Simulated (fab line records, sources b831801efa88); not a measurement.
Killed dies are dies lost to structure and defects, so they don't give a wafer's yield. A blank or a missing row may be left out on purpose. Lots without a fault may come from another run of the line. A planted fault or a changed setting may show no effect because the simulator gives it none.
Problem report in the 8D (eight disciplines) form, filled by code | flow sky130 | the parts of the form that need people (team, actions taken, sign-off) are left out

1. THE PROBLEM
run_length_s at SKY_POLY_GATE_ETCH_17 reads a mean of 111.4 s on 2 wafers of 1 lot; wafers without a fault read 98.9 s with a standard deviation of 0.46. That is +27 standard deviations from the usual mean.
The step: etches poly-Si in HBr/Cl2, stops on SiO2, target depth 180 nm, time 70.5 s.
First seen on wafer L213.3, day 22 19:31, on rie_si-01. The record holds 36 wafers of 12 lots with a number at this step. Rule for "out", or "out of limits": more than 4 standard deviations from the usual mean. The other wafers with a number count as sound.

2. WHAT IT IS AND WHAT IT IS NOT
question                    | is                           | is not
which readings at this step | run_length_s, oes_product_au | drypump_motor_current_A, throttle_valve_pct
which lots                  | L213                         | L199, L200, L201, L203, L204, L205, L206, L207, L208, L215, L217
which wafers of those lots  | L213.3, L213.6               | L213.4
read on which tools         | rie_si-01                    | rie_si-02
when                        | from day 22 19:31            | up to then (28 sound wafers); but 6 sound wafers of L215, L217 came after

3. SUSPECTS, AND WHAT RULES EACH OUT
Counting: a tool at a process step up to the reading stays a suspect if it ran every lot that is out. Sound lots after the first of them don't rule it out here, since some wafers of a struck lot are sound.
- rie_si-01 at SKY_POLY_GATE_ETCH_17 (etches poly-Si in HBr/Cl2, stops on SiO2, target depth 180 nm, time 70.5 s): kept. It ran the lot that is out, L213 (day 22 19:31); its last sound lot up to then is L208 (day 22 11:35). Its own readings are out on those wafers: oes_product_au, run_length_s.
- Within rie_si-01 at SKY_POLY_GATE_ETCH_17: the wafers that are out ran in chamber 3; their sound lot-mates ran in chamber 0.
Left after counting: rie_si-01 at SKY_POLY_GATE_ETCH_17.

4. THE CAUSE (what the simulator had put in)
Process parameter drift: rie_si-01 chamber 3, from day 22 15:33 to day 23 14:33, at SKY_POLY_GATE_ETCH_17. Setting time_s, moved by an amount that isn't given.
Counting left only this tool.

5. THE CHAIN OF EFFECTS, in route order
Each row: a reading whose mean over the struck wafers that have a number lies more than 3 standard deviations from the usual. Only readings for which the record gives a usual standard deviation are gone through. hours: the time from each lot's start at the first step in this table that gives one to its start at this step, as a median over the lots. sigmas: the change in usual standard deviations.
hours | step                   | reading                  | usual      | on struck wafers | change | sigmas
0     | SKY_POLY_GATE_ETCH_17  | oes_product_au           | 0.988 a.u. | 0.897            | -0.091 | -13
0     | SKY_POLY_GATE_ETCH_17  | run_length_s             | 98.9 s     | 111.4            | +12.5  | +27
0     | SKY_POLY_GATE_STRIP_18 | strip_time_to_endpoint_s | 3.161 s    | 2.990            | -0.171 | -6.1
The process steps in it:
- SKY_POLY_GATE_ETCH_17: etches poly-Si in HBr/Cl2, stops on SiO2, target depth 180 nm, time 70.5 s.
- SKY_POLY_GATE_STRIP_18: strips in O2/N2.
Later measuring or inspecting steps at which every struck wafer that the step has a row for has a number for every such reading, and none has moved that far: SKY_POLY_CUT_CD_MEAS_08.

6. WHAT WOULD HAVE CAUGHT IT SOONER
In this record the first reading out of limits was taken at day 22 19:31, 4 hours after the fault began at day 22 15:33.
